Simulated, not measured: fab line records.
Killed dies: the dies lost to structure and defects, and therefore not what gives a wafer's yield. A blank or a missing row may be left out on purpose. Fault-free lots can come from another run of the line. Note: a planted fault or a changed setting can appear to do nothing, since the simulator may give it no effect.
fab line records	flow gf180mcu	part 2 of 2: steps 24 to 33 of 33
record: lots: 5	wafers: 15	lastDay: 34
route steps=602 shown V2@405 M3@409 V3@429
lots that met no fault: taken from a fault-free run of the same line
startH: start of the lot's first displayed wafer, in hours after the record's first day	waitH: hours since the lot's step before	" repeats the value in the row above	L1.1+2: one row covering several wafers at once	- no value, or no start given	* or withheld: withheld	< > ~ a bound
route shown NAME@n: a module of which the file shows steps, and the number in the route of the first	usual: mean and standard deviation over wafers with no fault	same: alike in all rows	chamber/n: place in a boat	sites: readings site by site	_std_site: standard deviation of those values	_edge_site: the outer-site mean with the inner-site mean subtracted	radiusMm: for every site, how far away it sits from the centre of the wafer	mask NAME#n: copy n	behind: tool/chamber where the wafer was last shaped	hold: reason for holding the lot/hours on hold/outcome of the hold	device: the n, p or np transistor that did not switch	end of line: the tests these same wafers got at the end of their route	step lacking rows: just its recipe	killed: the dies lost at the first sort to structure and to defects; this is not the yield of the wafer	map: a wafer's dies, marking killed ones x, the rest . and places with no die _
set.NAME: the run value of the setting; set.NAME@STEP: its run value at that earlier step	model.NAME: the simulator's own value behind a step, which no gauge read
lots at selected steps of the route; one table per step, one row per wafer
services: when a tool's chamber went out of use (startH, in hours from the record's first day, below 0 if earlier), for how many hours, and the reason
== steps ==
step: GF_M3_CLEAN_19
recipe: chemistry: DIW	dry: n2Spin
lot.wafer	tool	chamber	startH	waitH
L079.2+3+6	wetBench-01	1	541.31	0.0
L085.2+4+5	wetBench-04	2	595.14	0.0
L088.3+4+5	wetBench-03	1	609.26	0.0
L091.1+3+4	wetBench-03	2	632.21	0.0
L096.2+5+6	wetBench-01	0	667.52	0.0
step: GF_V3_CVD_00
recipe: material: SiO2	targetThkNm: 600	sigmaOpenFrac: 0.3	tempC: 400	timeS: 100	sih4FlowSccm: 60	pressureMtorr: 6
lot.wafer	tool	chamber	startH	waitH
L079.2+3+6	hdpcvd-02	0,1,1	541.41	0.0
L085.2+4+5	hdpcvd-01	0,1,2	595.23	0.0
L088.3+4+5	hdpcvd-01	0,0,1	609.35	0.0
L091.1+3+4	hdpcvd-01	1,0,1	632.30	0.0
L096.2+5+6	hdpcvd-01	0,0,2	667.61	0.0
step: GF_V3_THK_MEAS_01
recipe: reads: SiO2_of_V3_CVD_00
usual: V3_CVD_00_THK: 601/6.6
lot.wafer	tool	chamber	startH	waitH	V3_CVD_00_THK[nm]
L079.2	filmMetro-02	-	541.49	0.0	603
L079.3	"	-	"	"	609
L079.6	"	-	"	"	598
L085.2	filmMetro-04	-	595.32	0.0	598
L085.4	"	-	"	"	592
L085.5	"	-	"	"	596
L088.3	filmMetro-04	-	609.44	0.1	600
L088.4	"	-	"	"	603
L088.5	"	-	"	"	598
L091.1	filmMetro-04	-	632.37	0.0	605
L091.3	"	-	"	"	601
L091.4	"	-	"	"	607
L096.2	filmMetro-02	-	667.69	0.0	599
L096.5	"	-	"	"	591
L096.6	"	-	"	"	589
step: GF_V3_CVD_02
recipe: material: SiO2	targetThkNm: 850	precursor: TEOS	tempC: 400	timeS: 94.851	rfW: 600
usual: heaterPowerW: 636/79
lot.wafer	tool	chamber	startH	waitH	heaterPowerW
L079.2	pecvd-03	1	541.54	0.0	751
L079.3	"	2	"	"	708
L079.6	"	2	"	"	734
L085.2	pecvd-03	2	595.37	0.0	647
L085.4	"	1	"	"	761
L085.5	"	0	"	"	601
L088.3	pecvd-03	1	609.48	0.0	765
L088.4	"	2	"	"	734
L088.5	"	1	"	"	625
L091.1	pecvd-02	2	632.43	0.1	526
L091.3	"	1	"	"	584
L091.4	"	0	"	"	554
L096.2	pecvd-02	1	667.74	0.0	509
L096.5	"	2	"	"	640
L096.6	"	0	"	"	637
step: GF_V3_THK_MEAS_03
recipe: reads: SiO2_of_V3_CVD_02
usual: V3_CVD_02_THK: 851/11
lot.wafer	tool	chamber	startH	waitH	V3_CVD_02_THK[nm]
L079.2	filmMetro-02	-	541.62	0.0	840
L079.3	"	-	"	"	837
L079.6	"	-	"	"	854
L085.2	filmMetro-03	-	595.44	0.0	859
L085.4	"	-	"	"	868
L085.5	"	-	"	"	850
L088.3	filmMetro-02	-	609.57	0.1	846
L088.4	"	-	"	"	860
L088.5	"	-	"	"	857
L091.1	filmMetro-03	-	632.50	0.0	840
L091.3	"	-	"	"	833
L091.4	"	-	"	"	859
L096.2	filmMetro-02	-	667.82	0.0	828
L096.5	"	-	"	"	858
L096.6	"	-	"	"	866
step: GF_V3_CMP_04
recipe: material: SiO2	downForcePsi: 4	platenRpm: 60	padVelocityMS: 0.94248
usual: edgeZonePressureFrac: 0.999/0.0052	motorCurrentA: 11.0/1.4	retainingRingPressureFrac: 1.001/0.0043	slurryFlowMlMin: 150.1/0.48	timeToEndpointS: 80/5.2
lot.wafer	tool	chamber	startH	waitH	edgeZonePressureFrac	motorCurrentA	retainingRingPressureFrac	slurryFlowMlMin	timeToEndpointS
L079.3	cmp-01	2	541.67	0.0	0.997	9.9	1.001	150.3	75
L079.2	"	3	"	"	0.994	11.3	1.004	151.0	69
L079.6	"	3	"	"	0.991	12.6	0.999	149.8	74
L085.2	cmp-02	0	595.54	0.1	1.009	8.2	1.004	150.3	83
L085.4	"	1	"	"	1.007	12.8	1.007	150.0	87
L085.5	"	0	"	"	1.001	8.6	1.004	149.4	82
L088.4	cmp-02	1	609.71	0.1	0.999	12.7	1.006	150.4	84
L088.3	"	2	"	"	0.994	10.8	1.002	150.0	72
L088.5	"	0	"	"	0.994	8.7	1.001	149.7	81
L091.4	cmp-01	3	632.56	0.0	0.991	12.0	1.002	149.4	77
L091.3	"	1	"	"	1.000	11.8	0.998	150.0	74
L091.1	"	2	"	"	0.999	9.3	1.000	149.5	78
L096.2	cmp-02	1	667.96	0.1	1.011	13.2	1.002	150.1	71
L096.6	"	0	"	"	1.004	8.4	1.001	150.8	89
L096.5	"	1	"	"	0.997	12.5	1.003	149.1	88
step: GF_V3_BOW_MEAS_05
recipe: mode: bow
usual: V3_BOW: 117/7.5
lot.wafer	tool	chamber	startH	waitH	V3_BOW[um]
L079.2	filmMetro-02	-	542.00	0.2	124
L079.3	"	-	"	"	131
L079.6	"	-	"	"	129
L085.2	filmMetro-03	-	595.81	0.2	128
L085.4	"	-	"	"	128
L085.5	"	-	"	"	127
L088.3	filmMetro-04	-	609.95	0.1	120
L088.4	"	-	"	"	125
L088.5	"	-	"	"	122
L091.1	filmMetro-03	-	632.86	0.1	112
L091.3	"	-	"	"	113
L091.4	"	-	"	"	118
L096.2	filmMetro-03	-	668.23	0.2	107
L096.5	"	-	"	"	122
L096.6	"	-	"	"	121
step: GF_V3_DEHYDRATE_06
recipe: tempC: 200	timeS: 60
usual: resistLineTempC: 23.00/0.099
lot.wafer	tool	chamber	startH	waitH	resistLineTempC
L079.2	lithoTrack-03	0	552.79	10.8	22.90
L079.3	"	0	"	"	23.04
L079.6	"	0	"	"	22.94
L085.2	lithoTrack-03	0	605.79	10.0	22.96
L085.4	"	0	"	"	23.18
L085.5	"	0	"	"	23.11
L088.3	lithoTrack-02	0	619.56	9.6	23.09
L088.4	"	0	"	"	22.92
L088.5	"	0	"	"	22.82
L091.1	lithoTrack-02	0	642.26	9.4	23.11
L091.3	"	0	"	"	23.00
L091.4	"	0	"	"	23.05
L096.2	lithoTrack-04	0	676.93	8.7	23.06
L096.5	"	0	"	"	23.13
L096.6	"	0	"	"	22.86
step: GF_V3_HMDS_07
recipe: primeTimeS: 60	primeTempC: 120
usual: resistLineTempC: 23.00/0.12
lot.wafer	tool	chamber	startH	waitH	resistLineTempC
L079.2	lithoTrack-03	0	552.94	0.1	23.11
L079.3	"	0	"	"	23.14
L079.6	"	0	"	"	23.04
L085.2	lithoTrack-03	0	605.94	0.1	22.91
L085.4	"	0	"	"	23.06
L085.5	"	0	"	"	22.98
L088.3	lithoTrack-02	0	619.71	0.1	22.79
L088.4	"	0	"	"	22.96
L088.5	"	0	"	"	23.00
L091.1	lithoTrack-02	0	642.41	0.1	22.96
L091.3	"	0	"	"	23.05
L091.4	"	0	"	"	23.06
L096.2	lithoTrack-04	0	677.08	0.1	23.01
L096.5	"	0	"	"	23.08
L096.6	"	0	"	"	22.97
step: GF_V3_COAT_08
recipe: resist: BARC	tempC: withheld	timeS: withheld	spinRpm: withheld	resistThkNm: withheld
usual: resistLineTempC: *
lot.wafer	tool	chamber	startH	waitH	resistLineTempC
L079.2	lithoTrack-03	0	553.09	0.1	*
L079.3	"	0	"	"	*
L079.6	"	0	"	"	*
L085.2	lithoTrack-03	0	606.09	0.1	*
L085.4	"	0	"	"	*
L085.5	"	0	"	"	*
L088.3	lithoTrack-02	0	619.86	0.1	*
L088.4	"	0	"	"	*
L088.5	"	0	"	"	*
L091.1	lithoTrack-02	0	642.56	0.1	*
L091.3	"	0	"	"	*
L091.4	"	0	"	"	*
L096.2	lithoTrack-04	0	677.23	0.1	*
L096.5	"	0	"	"	*
L096.6	"	0	"	"	*
== services ==
tool	chamber	startH	hours	kind
pecvd-03	-	495.59	3.0	repair
krfScanner-02	-	496.91	1.0	pm
krfScanner-01	-	497.91	0.8	pm
krfScanner-01	-	500.38	1.0	pm
krfScanner-02	-	504.10	1.3	pm
pecvd-02	0	511.84	21.3	repair
pecvd-02	-	513.39	2.8	pm
cmp-02	-	517.59	6.2	pm
cvdW-02	-	527.26	2.8	pm
cmp-01	-	533.81	3.7	repair
rieMetal-03	-	534.46	2.8	pm
hdpcvd-01	-	539.25	15.0	pm
cmp-02	-	539.75	2.1	repair
rieMetal-03	1	556.03	5.3	repair
pvdSputter-03	-	567.17	1.8	repair
cmp-02	-	572.00	4.0	pm
cmp-01	-	576.16	9.6	pm
krfScanner-01	-	581.95	1.3	pm
rieMetal-03	1	606.99	8.0	repair
cmp-02	-	618.36	3.7	pm
krfScanner-01	-	666.14	0.8	pm
cmp-02	-	666.99	0.9	repair
krfScanner-01	-	669.38	1.0	pm
cmp-02	-	676.09	1.5	repair
